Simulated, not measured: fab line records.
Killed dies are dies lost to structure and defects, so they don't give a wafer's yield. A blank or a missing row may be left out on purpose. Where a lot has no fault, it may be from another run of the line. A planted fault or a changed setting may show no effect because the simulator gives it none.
Which of the tools did it? :: flow gf180mcu :: 24 lots, 72 wafers sampled, at 6 steps of a route of 602

WHAT THE GAUGES SHOWED, per wafer
GF_TOP_METAL_CD_MEAS_14 targets a cd of 440 nm. Usual: cd-nm 439.6 nm, standard deviation 2.3.
lot: L074
measured: day 28 02:37
on: cd-sem-01
cd-nm (nm): 447.3 446.0 445.4
flag: 

lot: L075
measured: day 28 16:05
on: cd-sem-02
cd-nm (nm): 440.7 440.1 439.9
flag: 

lot: L076
measured: day 28 17:36
on: cd-sem-02
cd-nm (nm): 434.9 437.8 437.1
flag: 

lot: L077
measured: day 29 01:35
on: cd-sem-01
cd-nm (nm): 439.5 439.1 440.9
flag: 

lot: L078
measured: day 29 12:42
on: cd-sem-01
cd-nm (nm): 437.1 440.1 438.8
flag: 

lot: L079
measured: day 29 16:10
on: cd-sem-02
cd-nm (nm): 440.3 441.6 442.6
flag: 

lot: L080
measured: day 30 09:45
on: cd-sem-02
cd-nm (nm): 439.4 439.0 440.1
flag: 

lot: L081
measured: day 30 12:40
on: cd-sem-02
cd-nm (nm): 438.3 438.4 436.7
flag: 

lot: L083
measured: day 30 16:45
on: cd-sem-01
cd-nm (nm): 441.1 439.6 441.1
flag: 

lot: L082
measured: day 30 17:57
on: cd-sem-02
cd-nm (nm): 440.7 439.7 440.0
flag: 

lot: L084
measured: day 31 06:32
on: cd-sem-01
cd-nm (nm): 438.4 440.2 440.1
flag: 

lot: L085
measured: day 31 22:11
on: cd-sem-02
cd-nm (nm): 437.9 437.5 437.9
flag: 

lot: L086
measured: day 31 23:49
on: cd-sem-01
cd-nm (nm): 439.0 437.7 438.2
flag: 

lot: L088
measured: day 32 04:01
on: cd-sem-02
cd-nm (nm): 437.7 441.0 438.5
flag: 

lot: L087
measured: day 32 05:31
on: cd-sem-01
cd-nm (nm): 443.3 441.0 442.8
flag: 

lot: L089
measured: day 32 16:43
on: cd-sem-02
cd-nm (nm): 440.0 439.5 434.2
flag: 

lot: L090
measured: day 32 18:23
on: cd-sem-02
cd-nm (nm): 437.4 438.5 437.4
flag: 

lot: L091
measured: day 32 23:10
on: cd-sem-02
cd-nm (nm): 439.9 442.5 439.3
flag: 

lot: L092
measured: day 33 11:17
on: cd-sem-02
cd-nm (nm): 436.3 436.0 436.5
flag: 

lot: L093
measured: day 33 12:07
on: cd-sem-02
cd-nm (nm): 442.3 443.3 442.0
flag: 

lot: L094
measured: day 33 17:25
on: cd-sem-02
cd-nm (nm): 442.2 442.6 441.0
flag: 

lot: L095
measured: day 34 01:59
on: cd-sem-01
cd-nm (nm): 437.4 435.7 437.7
flag: 

lot: L096
measured: day 34 04:05
on: cd-sem-01
cd-nm (nm): 442.6 442.1 440.6
flag: 

lot: L097
measured: day 34 05:35
on: cd-sem-02
cd-nm (nm): 440.4 440.7 439.1
flag: 

WHAT TOOL EACH LOT RAN ON (gives the tool, then ch and the chambers of the sampled wafers, and finally the start)
lot: L074
GF_V2_ETCH_16: rie-diel-02 ch 0,2,3, day 20 10:07
GF_M3_SPUTTER_00: pvd-sputter-03, day 20 11:28
GF_M3_SPUTTER_03: pvd-sputter-03, day 20 11:38
GF_V3_ETCH_17: rie-diel-01 ch 0,2, day 26 07:37 or earlier
GF_M5_STRIP_11: plasma-asher-02 ch 0,1, day 26 07:37

lot: L075
GF_V2_ETCH_16: rie-diel-04 ch 0,3, day 20 14:10
GF_M3_SPUTTER_00: pvd-sputter-01, day 20 15:43
GF_M3_SPUTTER_03: pvd-sputter-01, day 20 15:53
GF_V3_ETCH_17: rie-diel-01 ch 0,1, day 26 20:55 or earlier
GF_M5_STRIP_11: plasma-asher-03 ch 0,1, day 26 20:55

lot: L076
GF_V2_ETCH_16: rie-diel-03 ch 2,3, day 21 00:34
GF_M3_SPUTTER_00: pvd-sputter-03, day 21 01:55
GF_M3_SPUTTER_03: pvd-sputter-03, day 21 02:05
GF_V3_ETCH_17: rie-diel-01 ch 1,3, day 26 23:48 or earlier
GF_M5_STRIP_11: plasma-asher-03 ch 0,1, day 26 23:48

lot: L077
GF_V2_ETCH_16: rie-diel-02 ch 0,1,2, day 21 11:31
GF_M3_SPUTTER_00: pvd-sputter-01, day 21 12:59
GF_M3_SPUTTER_03: pvd-sputter-01, day 21 13:09
GF_V3_ETCH_17: rie-diel-02 ch 1,2, day 27 06:53 or earlier
GF_M5_STRIP_11: plasma-asher-02 ch 0,1, day 27 06:53

lot: L078
GF_V2_ETCH_16: rie-diel-03 ch 0,2,3, day 21 20:07
GF_M3_SPUTTER_00: pvd-sputter-03, day 21 21:29
GF_M3_SPUTTER_03: pvd-sputter-03, day 21 21:38
GF_V3_ETCH_17: rie-diel-01 ch 0,3, day 27 19:25 or earlier
GF_M5_STRIP_11: plasma-asher-02 ch 0,1, day 27 19:25

lot: L079
GF_V2_ETCH_16: rie-diel-03 ch 2,3, day 22 05:10
GF_M3_SPUTTER_00: pvd-sputter-03, day 22 06:31
GF_M3_SPUTTER_03: pvd-sputter-03, day 22 06:41
GF_V3_ETCH_17: rie-diel-02 ch 0,1, day 27 22:45 or earlier
GF_M5_STRIP_11: plasma-asher-01 ch 0,1, day 27 22:45

lot: L080
GF_V2_ETCH_16: rie-diel-03 ch 1,3, day 22 20:28
GF_M3_SPUTTER_00: pvd-sputter-01, day 23 03:41
GF_M3_SPUTTER_03: pvd-sputter-01, day 23 03:51
GF_V3_ETCH_17: rie-diel-03 ch 2,3, day 28 17:04 or earlier
GF_M5_STRIP_11: plasma-asher-03 ch 0,1, day 28 17:04

lot: L081
GF_V2_ETCH_16: rie-diel-03 ch 1,3, day 23 06:21
GF_M3_SPUTTER_00: pvd-sputter-01, day 23 07:45
GF_M3_SPUTTER_03: pvd-sputter-01, day 23 07:55
GF_V3_ETCH_17: rie-diel-03 ch 0,3, day 28 20:30 or earlier
GF_M5_STRIP_11: plasma-asher-01 ch 0,1, day 28 20:30

lot: L083
GF_V2_ETCH_16: rie-diel-03 ch 0,1,3, day 23 08:46
GF_M3_SPUTTER_00: pvd-sputter-01, day 23 10:07
GF_M3_SPUTTER_03: pvd-sputter-01, day 23 10:17
GF_V3_ETCH_17: rie-diel-01 ch 1,2,3, day 29 00:48 or earlier
GF_M5_STRIP_11: plasma-asher-01 ch 0,1, day 29 00:48

lot: L082
GF_V2_ETCH_16: rie-diel-04 ch 0,2, day 23 13:10
GF_M3_SPUTTER_00: pvd-sputter-03, day 23 14:31
GF_M3_SPUTTER_03: pvd-sputter-03, day 23 14:41
GF_V3_ETCH_17: rie-diel-03 ch 0,3, day 29 01:46 or earlier
GF_M5_STRIP_11: plasma-asher-02 ch 0,1, day 29 01:46

lot: L084
GF_V2_ETCH_16: rie-diel-04 ch 0,1,2, day 24 03:28
GF_M3_SPUTTER_00: pvd-sputter-03, day 24 04:51
GF_M3_SPUTTER_03: pvd-sputter-03, day 24 05:01
GF_V3_ETCH_17: rie-diel-01 ch 0,1,2, day 29 15:19 or earlier
GF_M5_STRIP_11: plasma-asher-01 ch 0, day 29 15:19

lot: L085
GF_V2_ETCH_16: rie-diel-02 ch 0,3, day 24 23:34
GF_M3_SPUTTER_00: pvd-sputter-03, day 25 00:55
GF_M3_SPUTTER_03: pvd-sputter-03, day 25 01:05
GF_V3_ETCH_17: rie-diel-03 ch 1,2, day 30 08:10 or earlier
GF_M5_STRIP_11: plasma-asher-03 ch 0,1, day 30 08:10

lot: L086
GF_V2_ETCH_16: rie-diel-04 ch 0,2,3, day 25 02:46
GF_M3_SPUTTER_00: pvd-sputter-03, day 25 04:09
GF_M3_SPUTTER_03: pvd-sputter-03, day 25 04:19
GF_V3_ETCH_17: rie-diel-03 ch 0,2, day 30 10:15 or earlier
GF_M5_STRIP_11: plasma-asher-02 ch 0, day 30 10:15

lot: L088
GF_V2_ETCH_16: rie-diel-04 ch 1,3, day 25 05:07
GF_M3_SPUTTER_00: pvd-sputter-02, day 25 06:28
GF_M3_SPUTTER_03: pvd-sputter-02, day 25 06:38
GF_V3_ETCH_17: rie-diel-02 ch 1,2,3, day 30 13:55 or earlier
GF_M5_STRIP_11: plasma-asher-02 ch 0,1, day 30 13:55

lot: L087
GF_V2_ETCH_16: rie-diel-03 ch 0,2,3, day 25 07:40
GF_M3_SPUTTER_00: pvd-sputter-01, day 25 09:03
GF_M3_SPUTTER_03: pvd-sputter-01, day 25 09:13
GF_V3_ETCH_17: rie-diel-03 ch 0,1,2, day 30 15:31 or earlier
GF_M5_STRIP_11: plasma-asher-02 ch 0,1, day 30 15:31

lot: L089
GF_V2_ETCH_16: rie-diel-03 ch 0,3, day 26 01:10
GF_M3_SPUTTER_00: pvd-sputter-01, day 26 02:31
GF_M3_SPUTTER_03: pvd-sputter-01, day 26 02:41
GF_V3_ETCH_17: rie-diel-03 ch 1,2, day 31 04:00 or earlier
GF_M5_STRIP_11: plasma-asher-03 ch 1, day 31 04:00

lot: L090
GF_V2_ETCH_16: rie-diel-02 ch 0,1, day 26 01:13
GF_M3_SPUTTER_00: pvd-sputter-02, day 26 02:35
GF_M3_SPUTTER_03: pvd-sputter-02, day 26 02:45
GF_V3_ETCH_17: rie-diel-02 ch 1,2,3, day 31 06:10 or earlier
GF_M5_STRIP_11: plasma-asher-03 ch 0,1, day 31 06:10

lot: L091
GF_V2_ETCH_16: rie-diel-02 ch 0,1,3, day 26 06:13
GF_M3_SPUTTER_00: pvd-sputter-02, day 26 07:34
GF_M3_SPUTTER_03: pvd-sputter-02, day 26 07:44
GF_V3_ETCH_17: rie-diel-03 ch 0,1,2, day 31 10:22 or earlier
GF_M5_STRIP_11: plasma-asher-01 ch 0,1, day 31 10:22

lot: L092
GF_V2_ETCH_16: rie-diel-02 ch 0,1,3, day 26 22:40
GF_M3_SPUTTER_00: pvd-sputter-03, day 27 00:01
GF_M3_SPUTTER_03: pvd-sputter-03, day 27 00:11
GF_V3_ETCH_17: rie-diel-03 ch 1,2,3, day 31 23:46 or earlier
GF_M5_STRIP_11: plasma-asher-02 ch 0,1, day 31 23:46

lot: L093
GF_V2_ETCH_16: rie-diel-04 ch 0,1, day 27 00:01
GF_M3_SPUTTER_00: pvd-sputter-02, day 27 01:40
GF_M3_SPUTTER_03: pvd-sputter-02, day 27 01:49
GF_V3_ETCH_17: rie-diel-03 ch 2,3, day 32 00:43 or earlier
GF_M5_STRIP_11: plasma-asher-02 ch 0,1, day 32 00:43

lot: L094
GF_V2_ETCH_16: rie-diel-04 ch 0,1,2, day 27 04:52
GF_M3_SPUTTER_00: pvd-sputter-03, day 27 06:16
GF_M3_SPUTTER_03: pvd-sputter-03, day 27 06:26
GF_V3_ETCH_17: rie-diel-01 ch 0,1, day 32 05:54 or earlier
GF_M5_STRIP_11: plasma-asher-03 ch 0, day 32 05:54

lot: L095
GF_V2_ETCH_16: rie-diel-02 ch 1,2,3, day 27 16:37
GF_M3_SPUTTER_00: pvd-sputter-03, day 27 17:59
GF_M3_SPUTTER_03: pvd-sputter-03, day 27 18:08
GF_V3_ETCH_17: rie-diel-03 ch 2,3, day 32 15:34 or earlier
GF_M5_STRIP_11: plasma-asher-01 ch 0,1, day 32 15:34

lot: L096
GF_V2_ETCH_16: rie-diel-02 ch 1,3, day 27 20:12
GF_M3_SPUTTER_00: pvd-sputter-03, day 27 21:34
GF_M3_SPUTTER_03: pvd-sputter-03, day 27 21:44
GF_V3_ETCH_17: rie-diel-02 ch 1,2, day 32 17:37 or earlier
GF_M5_STRIP_11: plasma-asher-03 ch 0,1, day 32 17:37

lot: L097
GF_V2_ETCH_16: rie-diel-04 ch 0,2, day 27 22:01
GF_M3_SPUTTER_00: pvd-sputter-02, day 27 23:36
GF_M3_SPUTTER_03: pvd-sputter-02, day 27 23:46
GF_V3_ETCH_17: rie-diel-01 ch 2,3, day 32 19:24 or earlier
GF_M5_STRIP_11: plasma-asher-02 ch 1, day 32 19:24
- GF_V2_ETCH_16: etches BARC in N2/H2.
- GF_M3_SPUTTER_00: material Ti, target thk 37.5 nm, time 150 s.
- GF_M3_SPUTTER_03: material Ti, target thk 10 nm, time 6.7 s.
- GF_V3_ETCH_17: etches SiO2 in C4F8/O2/Ar, stops on TiN, target depth 635 nm.
- GF_M5_STRIP_11: strips in O2/N2.

AS READ BY THE TOOLS THEMSELVES (means over the sampled wafers that have a number; for cases with no such wafer, the mark the record gives instead)
GF_V2_ETCH_16. Usual: drypump-motor-current-A 5.7 A, standard deviation 0.45; oes-product-au 0.854 a.u., standard deviation 0.0047; throttle-valve-pct 13.224 %, standard deviation 0.0097.
lot: L074
tool: rie-diel-02
drypump-motor-current-A (A): 5.3
oes-product-au (a.u.): 0.855
throttle-valve-pct (%): 13.224
flag: 

lot: L075
tool: rie-diel-04
drypump-motor-current-A (A): 5.2
oes-product-au (a.u.): 0.852
throttle-valve-pct (%): 13.235
flag: 

lot: L076
tool: rie-diel-03
drypump-motor-current-A (A): 6.0
oes-product-au (a.u.): 0.856
throttle-valve-pct (%): 13.217
flag: 

lot: L077
tool: rie-diel-02
drypump-motor-current-A (A): 5.8
oes-product-au (a.u.): 0.851
throttle-valve-pct (%): 13.229
flag: 

lot: L078
tool: rie-diel-03
drypump-motor-current-A (A): 6.0
oes-product-au (a.u.): 0.854
throttle-valve-pct (%): 13.219
flag: 

lot: L079
tool: rie-diel-03
drypump-motor-current-A (A): 6.0
oes-product-au (a.u.): 0.854
throttle-valve-pct (%): 13.224
flag: 

lot: L080
tool: rie-diel-03
drypump-motor-current-A (A): 6.4
oes-product-au (a.u.): 0.855
throttle-valve-pct (%): 13.234
flag: 

lot: L081
tool: rie-diel-03
drypump-motor-current-A (A): 6.1
oes-product-au (a.u.): 0.856
throttle-valve-pct (%): 13.227
flag: 

lot: L083
tool: rie-diel-03
drypump-motor-current-A (A): 6.1
oes-product-au (a.u.): 0.859
throttle-valve-pct (%): 13.221
flag: 

lot: L082
tool: rie-diel-04
drypump-motor-current-A (A): 5.5
oes-product-au (a.u.): 0.855
throttle-valve-pct (%): 13.216
flag: 

lot: L084
tool: rie-diel-04
drypump-motor-current-A (A): 5.5
oes-product-au (a.u.): 0.852
throttle-valve-pct (%): 13.228
flag: 

lot: L085
tool: rie-diel-02
drypump-motor-current-A (A): 5.6
oes-product-au (a.u.): 0.854
throttle-valve-pct (%): 13.238
flag: 

lot: L086
tool: rie-diel-04
drypump-motor-current-A (A): 5.4
oes-product-au (a.u.): 0.854
throttle-valve-pct (%): 13.218
flag: 

lot: L088
tool: rie-diel-04
drypump-motor-current-A (A): 5.6
oes-product-au (a.u.): 0.858
throttle-valve-pct (%): 13.215
flag: 

lot: L087
tool: rie-diel-03
drypump-motor-current-A (A): 6.0
oes-product-au (a.u.): 0.852
throttle-valve-pct (%): 13.223
flag: 

lot: L089
tool: rie-diel-03
drypump-motor-current-A (A): 6.3
oes-product-au (a.u.): 0.854
throttle-valve-pct (%): 13.230
flag: 

lot: L090
tool: rie-diel-02
drypump-motor-current-A (A): 6.0
oes-product-au (a.u.): 0.857
throttle-valve-pct (%): 13.215
flag: 

lot: L091
tool: rie-diel-02
drypump-motor-current-A (A): 5.6
oes-product-au (a.u.): 0.851
throttle-valve-pct (%): 13.230
flag: 

lot: L092
tool: rie-diel-02
drypump-motor-current-A (A): 5.6
oes-product-au (a.u.): 0.853
throttle-valve-pct (%): 13.220
flag: 

lot: L093
tool: rie-diel-04
drypump-motor-current-A (A): 5.6
oes-product-au (a.u.): 0.852
throttle-valve-pct (%): 13.229
flag: 

lot: L094
tool: rie-diel-04
drypump-motor-current-A (A): 5.6
oes-product-au (a.u.): 0.855
throttle-valve-pct (%): 13.225
flag: 

lot: L095
tool: rie-diel-02
drypump-motor-current-A (A): 5.4
oes-product-au (a.u.): 0.853
throttle-valve-pct (%): 13.213
flag: 

lot: L096
tool: rie-diel-02
drypump-motor-current-A (A): 5.3
oes-product-au (a.u.): 0.859
throttle-valve-pct (%): 13.215
flag: 

lot: L097
tool: rie-diel-04
drypump-motor-current-A (A): 5.5
oes-product-au (a.u.): 0.855
throttle-valve-pct (%): 13.224
flag: 

GF_M3_SPUTTER_00. Usual: throttle-valve-pct 29.5 %, standard deviation 0.89.
lot: L074
tool: pvd-sputter-03
throttle-valve-pct (%): 29.8
flag: 

lot: L075
tool: pvd-sputter-01
throttle-valve-pct (%): 29.4
flag: 

lot: L076
tool: pvd-sputter-03
throttle-valve-pct (%): 29.8
flag: 

lot: L077
tool: pvd-sputter-01
throttle-valve-pct (%): 30.0
flag: 

lot: L078
tool: pvd-sputter-03
throttle-valve-pct (%): 29.7
flag: 

lot: L079
tool: pvd-sputter-03
throttle-valve-pct (%): 29.2
flag: 

lot: L080
tool: pvd-sputter-01
throttle-valve-pct (%): 28.9
flag: 

lot: L081
tool: pvd-sputter-01
throttle-valve-pct (%): 30.2
flag: 

lot: L083
tool: pvd-sputter-01
throttle-valve-pct (%): 29.5
flag: 

lot: L082
tool: pvd-sputter-03
throttle-valve-pct (%): 29.7
flag: 

lot: L084
tool: pvd-sputter-03
throttle-valve-pct (%): 29.7
flag: 

lot: L085
tool: pvd-sputter-03
throttle-valve-pct (%): 29.4
flag: 

lot: L086
tool: pvd-sputter-03
throttle-valve-pct (%): 29.6
flag: 

lot: L088
tool: pvd-sputter-02
throttle-valve-pct (%): 28.4
flag: 

lot: L087
tool: pvd-sputter-01
throttle-valve-pct (%): 29.4
flag: 

lot: L089
tool: pvd-sputter-01
throttle-valve-pct (%): 30.9
flag: 

lot: L090
tool: pvd-sputter-02
throttle-valve-pct (%): 28.7
flag: 

lot: L091
tool: pvd-sputter-02
throttle-valve-pct (%): 28.9
flag: 

lot: L092
tool: pvd-sputter-03
throttle-valve-pct (%): 29.7
flag: 

lot: L093
tool: pvd-sputter-02
throttle-valve-pct (%): 29.1
flag: 

lot: L094
tool: pvd-sputter-03
throttle-valve-pct (%): 29.9
flag: 

lot: L095
tool: pvd-sputter-03
throttle-valve-pct (%): 29.3
flag: 

lot: L096
tool: pvd-sputter-03
throttle-valve-pct (%): 29.9
flag: 

lot: L097
tool: pvd-sputter-02
throttle-valve-pct (%): 28.4
flag: 

GF_M3_SPUTTER_03. Usual: throttle-valve-pct 29.5 %, standard deviation 0.91.
lot: L074
tool: pvd-sputter-03
throttle-valve-pct (%): 29.8
flag: 

lot: L075
tool: pvd-sputter-01
throttle-valve-pct (%): 29.3
flag: 

lot: L076
tool: pvd-sputter-03
throttle-valve-pct (%): 29.9
flag: 

lot: L077
tool: pvd-sputter-01
throttle-valve-pct (%): 30.1
flag: 

lot: L078
tool: pvd-sputter-03
throttle-valve-pct (%): 29.5
flag: 

lot: L079
tool: pvd-sputter-03
throttle-valve-pct (%): 29.2
flag: 

lot: L080
tool: pvd-sputter-01
throttle-valve-pct (%): 28.9
flag: 

lot: L081
tool: pvd-sputter-01
throttle-valve-pct (%): 30.1
flag: 

lot: L083
tool: pvd-sputter-01
throttle-valve-pct (%): 29.6
flag: 

lot: L082
tool: pvd-sputter-03
throttle-valve-pct (%): 29.8
flag: 

lot: L084
tool: pvd-sputter-03
throttle-valve-pct (%): 29.8
flag: 

lot: L085
tool: pvd-sputter-03
throttle-valve-pct (%): 29.3
flag: 

lot: L086
tool: pvd-sputter-03
throttle-valve-pct (%): 29.5
flag: 

lot: L088
tool: pvd-sputter-02
throttle-valve-pct (%): 28.4
flag: 

lot: L087
tool: pvd-sputter-01
throttle-valve-pct (%): 29.3
flag: 

lot: L089
tool: pvd-sputter-01
throttle-valve-pct (%): 30.9
flag: 

lot: L090
tool: pvd-sputter-02
throttle-valve-pct (%): 28.4
flag: 

lot: L091
tool: pvd-sputter-02
throttle-valve-pct (%): 28.9
flag: 

lot: L092
tool: pvd-sputter-03
throttle-valve-pct (%): 29.9
flag: 

lot: L093
tool: pvd-sputter-02
throttle-valve-pct (%): 29.1
flag: 

lot: L094
tool: pvd-sputter-03
throttle-valve-pct (%): 29.7
flag: 

lot: L095
tool: pvd-sputter-03
throttle-valve-pct (%): 29.4
flag: 

lot: L096
tool: pvd-sputter-03
throttle-valve-pct (%): 29.8
flag: 

lot: L097
tool: pvd-sputter-02
throttle-valve-pct (%): 28.5
flag: 

GF_V3_ETCH_17. Usual: oes-product-au 0.856 a.u., standard deviation 0.005.
lot: L074
tool: rie-diel-01
oes-product-au (a.u.): 0.851
flag: 

lot: L075
tool: rie-diel-01
oes-product-au (a.u.): 0.855
flag: 

lot: L076
tool: rie-diel-01
oes-product-au (a.u.): 0.854
flag: 

lot: L077
tool: rie-diel-02
oes-product-au (a.u.): 0.858
flag: 

lot: L078
tool: rie-diel-01
oes-product-au (a.u.): 0.853
flag: 

lot: L079
tool: rie-diel-02
oes-product-au (a.u.): 0.854
flag: 

lot: L080
tool: rie-diel-03
oes-product-au (a.u.): 0.857
flag: 

lot: L081
tool: rie-diel-03
oes-product-au (a.u.): 0.854
flag: 

lot: L083
tool: rie-diel-01
oes-product-au (a.u.): 0.852
flag: 

lot: L082
tool: rie-diel-03
oes-product-au (a.u.): 0.857
flag: 

lot: L084
tool: rie-diel-01
oes-product-au (a.u.): 0.854
flag: 

lot: L085
tool: rie-diel-03
oes-product-au (a.u.): 0.853
flag: 

lot: L086
tool: rie-diel-03
oes-product-au (a.u.): 0.854
flag: 

lot: L088
tool: rie-diel-02
oes-product-au (a.u.): 0.853
flag: 

lot: L087
tool: rie-diel-03
oes-product-au (a.u.): 0.857
flag: 

lot: L089
tool: rie-diel-03
oes-product-au (a.u.): 0.858
flag: 

lot: L090
tool: rie-diel-02
oes-product-au (a.u.): 0.858
flag: 

lot: L091
tool: rie-diel-03
oes-product-au (a.u.): 0.858
flag: 

lot: L092
tool: rie-diel-03
oes-product-au (a.u.): 0.862
flag: 

lot: L093
tool: rie-diel-03
oes-product-au (a.u.): 0.857
flag: 

lot: L094
tool: rie-diel-01
oes-product-au (a.u.): 0.858
flag: 

lot: L095
tool: rie-diel-03
oes-product-au (a.u.): 0.856
flag: 

lot: L096
tool: rie-diel-02
oes-product-au (a.u.): 0.855
flag: 

lot: L097
tool: rie-diel-01
oes-product-au (a.u.): 0.856
flag: 

GF_M5_STRIP_11. Usual: drypump-motor-current-A 5.7 A, standard deviation 0.45; heater-power-w 327 W, standard deviation 24; oes-product-au 0.525 a.u., standard deviation 0.0047; strip-time-to-endpoint-s 7.07 s, standard deviation 0.038.
lot: L074
tool: plasma-asher-02
drypump-motor-current-A (A): 5.9
heater-power-w (W): 344
oes-product-au (a.u.): 0.528
strip-time-to-endpoint-s (s): 7.13
flag: 

lot: L075
tool: plasma-asher-03
drypump-motor-current-A (A): 5.1
heater-power-w (W): 339
oes-product-au (a.u.): 0.523
strip-time-to-endpoint-s (s): 7.01
flag: 

lot: L076
tool: plasma-asher-03
drypump-motor-current-A (A): 5.2
heater-power-w (W): 322
oes-product-au (a.u.): 0.522
strip-time-to-endpoint-s (s): 7.09
flag: 

lot: L077
tool: plasma-asher-02
drypump-motor-current-A (A): 5.9
heater-power-w (W): 346
oes-product-au (a.u.): 0.524
strip-time-to-endpoint-s (s): 7.10
flag: 

lot: L078
tool: plasma-asher-02
drypump-motor-current-A (A): 5.8
heater-power-w (W): 340
oes-product-au (a.u.): 0.527
strip-time-to-endpoint-s (s): 7.14
flag: 

lot: L079
tool: plasma-asher-01
drypump-motor-current-A (A): 6.1
heater-power-w (W): 289
oes-product-au (a.u.): 0.522
strip-time-to-endpoint-s (s): 7.07
flag: 

lot: L080
tool: plasma-asher-03
drypump-motor-current-A (A): 5.2
heater-power-w (W): 330
oes-product-au (a.u.): 0.525
strip-time-to-endpoint-s (s): 7.11
flag: 

lot: L081
tool: plasma-asher-01
drypump-motor-current-A (A): 6.1
heater-power-w (W): 290
oes-product-au (a.u.): 0.528
strip-time-to-endpoint-s (s): 7.06
flag: 

lot: L083
tool: plasma-asher-01
drypump-motor-current-A (A): 6.1
heater-power-w (W): 290
oes-product-au (a.u.): 0.524
strip-time-to-endpoint-s (s): 7.07
flag: 

lot: L082
tool: plasma-asher-02
drypump-motor-current-A (A): 5.8
heater-power-w (W): 344
oes-product-au (a.u.): 0.525
strip-time-to-endpoint-s (s): 7.05
flag: 

lot: L084
tool: plasma-asher-01
drypump-motor-current-A (A): 6.0
heater-power-w (W): 295
oes-product-au (a.u.): 0.528
strip-time-to-endpoint-s (s): 7.08
flag: 

lot: L085
tool: plasma-asher-03
drypump-motor-current-A (A): 5.1
heater-power-w (W): 338
oes-product-au (a.u.): 0.524
strip-time-to-endpoint-s (s): 7.07
flag: 

lot: L086
tool: plasma-asher-02
drypump-motor-current-A (A): 6.1
heater-power-w (W): 352
oes-product-au (a.u.): 0.524
strip-time-to-endpoint-s (s): 7.03
flag: 

lot: L088
tool: plasma-asher-02
drypump-motor-current-A (A): 5.8
heater-power-w (W): 348
oes-product-au (a.u.): 0.529
strip-time-to-endpoint-s (s): 7.08
flag: 

lot: L087
tool: plasma-asher-02
drypump-motor-current-A (A): 5.8
heater-power-w (W): 348
oes-product-au (a.u.): 0.528
strip-time-to-endpoint-s (s): 7.10
flag: 

lot: L089
tool: plasma-asher-03
drypump-motor-current-A (A): 5.4
heater-power-w (W): 324
oes-product-au (a.u.): 0.527
strip-time-to-endpoint-s (s): 7.07
flag: 

lot: L090
tool: plasma-asher-03
drypump-motor-current-A (A): 5.2
heater-power-w (W): 324
oes-product-au (a.u.): 0.525
strip-time-to-endpoint-s (s): 7.07
flag: 

lot: L091
tool: plasma-asher-01
drypump-motor-current-A (A): 6.2
heater-power-w (W): 288
oes-product-au (a.u.): 0.521
strip-time-to-endpoint-s (s): 7.05
flag: 

lot: L092
tool: plasma-asher-02
drypump-motor-current-A (A): 5.9
heater-power-w (W): 347
oes-product-au (a.u.): 0.523
strip-time-to-endpoint-s (s): 7.05
flag: 

lot: L093
tool: plasma-asher-02
drypump-motor-current-A (A): 5.9
heater-power-w (W): 344
oes-product-au (a.u.): 0.521
strip-time-to-endpoint-s (s): 7.07
flag: 

lot: L094
tool: plasma-asher-03
drypump-motor-current-A (A): 4.9
heater-power-w (W): 343
oes-product-au (a.u.): 0.522
strip-time-to-endpoint-s (s): 7.05
flag: 

lot: L095
tool: plasma-asher-01
drypump-motor-current-A (A): 6.2
heater-power-w (W): 286
oes-product-au (a.u.): 0.522
strip-time-to-endpoint-s (s): 7.05
flag: 

lot: L096
tool: plasma-asher-03
drypump-motor-current-A (A): 5.2
heater-power-w (W): 330
oes-product-au (a.u.): 0.526
strip-time-to-endpoint-s (s): 7.08
flag: 

lot: L097
tool: plasma-asher-02
drypump-motor-current-A (A): 5.6
heater-power-w (W): 342
oes-product-au (a.u.): 0.524
strip-time-to-endpoint-s (s): 7.04
flag: 

THE ANSWER, worked out from the rows above alone
Rule: take the mean of a lot's wafers that have a number; if it is more than 3 standard deviations from the usual mean, the lot is off. A lot without any number at a reading at which 4 lots or more have one is off too. Where the step has rows for the other lots, those lots are counted as sound. The gauges are gone through in route order, then the tools' own readings, and for those a lot's mean is taken as printed above. At the first step where some lot is off, the reading lying furthest off is the one used; lots without a number count as furthest.
No lot is off at any reading shown: from this, nothing can be told.

WHAT HAD BEEN PUT IN BY THE SIMULATOR
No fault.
